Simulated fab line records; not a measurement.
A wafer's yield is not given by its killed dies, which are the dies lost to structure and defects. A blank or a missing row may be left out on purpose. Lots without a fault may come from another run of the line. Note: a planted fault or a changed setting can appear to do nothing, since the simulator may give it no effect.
Chamber matching	flow sfq_line	SFQ_TRILAYER_I3_CMP_CMP_082 on cmp-02: 4 sister chambers
The step polishes SiO2. 4 wafers are shown with their chamber, then 8 later ones without.

WAFERS, EACH WITH ITS CHAMBER
wafer	chamber	motor_current_A (A)
L444.2	3	10.6
L444.3	0	10.7
L444.6	1	11.0
L451.3	2	11.3

WAFERS WITH NO CHAMBER GIVEN
wafer	motor_current_A (A)
L451.4	10.4
L451.6	9.9
L458.2	9.8
L458.3	10.9
L458.5	10.4
L459.1	10.6
L459.4	10.6
L459.5	10.8

THE CHAMBER EACH PASSED THROUGH
wafer	from the rows above	in truth
L451.4	can't be placed: 3 or 0 or 1 or 2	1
L451.6	can't be placed: 3 or 0 or 1 or 2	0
L458.2	can't be placed: 3 or 0 or 1 or 2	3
L458.3	can't be placed: 1 or 0 or 3 or 2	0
L458.5	can't be placed: 3 or 0 or 1 or 2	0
L459.1	can't be placed: 3 or 0 or 1 or 2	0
L459.4	can't be placed: 3 or 0 or 1 or 2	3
L459.5	can't be placed: 0 or 1 or 3 or 2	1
Correctly placed: 0 of 8. These rows do not allow placing 8 (true chamber among the candidates in 8). Number placed wrongly: 0.
How it was worked out, from the rows above alone: a wafer's distance from a chamber is the root of the sum, over the readings, of the square of ((its reading less the chamber's mean) divided by the reading's scatter). If the next closest chamber is less than 2 further off than the closest, the wafer can't be placed; otherwise it belongs to the closest. A chamber's mean is the mean of its shown wafers. The scatter: root of mean squared gap, hidden wafer to nearest shown wafer, with one shown wafer a chamber.
